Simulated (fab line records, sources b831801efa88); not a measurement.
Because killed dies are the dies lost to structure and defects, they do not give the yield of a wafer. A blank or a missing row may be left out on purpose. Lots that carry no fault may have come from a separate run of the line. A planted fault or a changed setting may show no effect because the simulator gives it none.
Problem report, 8D (eight disciplines) form, completed by code -- flow sky130 -- the parts of the form that need people (team, actions taken, sign-off) are left out

## 1. THE ISSUE
Mean of strip-time-to-endpoint-s at SKY_VIA1_STRIP_16: 4.575 s across 2 wafers in 2 lots; on wafers with no fault it is 4.475 s (standard deviation 0.02). That is +5.0 standard deviations from the usual mean.
The step: strips in O2/N2.
First observed at day 37 04:37: wafer L829.4, on plasma-asher-01. At this step, 29 wafers from 10 lots have a number in the record. Rule for "out", or "out of limits": more than 4 standard deviations from the usual mean. The other wafers with a number count as sound.

## 2. WHAT IT IS AND WHAT IT IS NOT
question,is,is not
which readings at this step,strip-time-to-endpoint-s,"drypump-motor-current-A, oes-product-au"
which lots,"L829, L833","L819, L820, L821, L837, L838, L840, L841, L842"
which wafers of those lots,"L829.4, L833.4","L829.1, L829.6, L833.5"
read on which tools,plasma-asher-01,"plasma-asher-02, plasma-asher-04"
when,from day 37 04:37,"up to then (11 sound wafers); but 16 sound wafers of L833, L837, L838, L840, L841, L842 came after"

## 3. SUSPECTS, AND WHAT RULES EACH OUT
Counting: if a tool at a process step up to the reading ran every lot that is out, it stays a suspect. Sound lots after the first of them don't rule it out here, since some wafers of a struck lot are sound.
- rie-diel-02 at SKY_VIA1_ETCH_14 (etches BARC in N2/H2, stops on SiO2, time 45.9 s, target depth 60 nm): kept. Every lot that is out went through it, the first being L829 (day 37 04:32); the last sound lot it ran before that was L821 (day 35 19:07).
- plasma-asher-01 at SKY_VIA1_STRIP_16 (strips in O2/N2): kept. It ran every lot that is out, first L829 (day 37 04:37). Its own readings are out on those wafers: strip-time-to-endpoint-s.
- Within rie-diel-02 at SKY_VIA1_ETCH_14: the wafers that are out ran in chamber 0; their sound lot-mates ran in chambers 1, 3.
The count leaves plasma-asher-01 at SKY_VIA1_STRIP_16 and rie-diel-02 at SKY_VIA1_ETCH_14.

## 4. THE CAUSE (what the simulator had put in)
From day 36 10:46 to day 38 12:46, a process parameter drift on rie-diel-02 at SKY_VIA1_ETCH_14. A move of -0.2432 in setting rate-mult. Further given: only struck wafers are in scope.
2 suspects survive the count, and this tool is in that group.

## 5. THE CHAIN OF EFFECTS, in route order
Each row: a reading where the mean over the struck wafers with a number is more than 3 standard deviations away from the usual. Scope: only readings with a usual standard deviation given in the record; hours: median across lots of the time from each lot's start at the first step in this table that gives one to its start at this step; sigmas: change in usual standard deviations.
hours,step,reading,usual,on struck wafers,change,sigmas
0,SKY_VIA1_STRIP_16,strip-time-to-endpoint-s,4.475 s,4.575,+0.101,+5.0
It contains these process steps:
- SKY_VIA1_STRIP_16: strips in O2/N2.

## 6. WHAT WOULD HAVE CAUGHT IT SOONER
First out-of-limits reading in this record: day 37 04:37, which is 18 hours after fault onset at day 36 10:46.
Tool readings at SKY_VIA1_ETCH_14 with a usual standard deviation given in the record: none out on any struck wafer, hence no alarm at a limit of 4 standard deviations on them.
L833, from the lots that are out (2), started SKY_VIA1_ETCH_14 on rie-diel-02 later than day 37 04:37. It would have been spared by a hold on the tool at that moment.
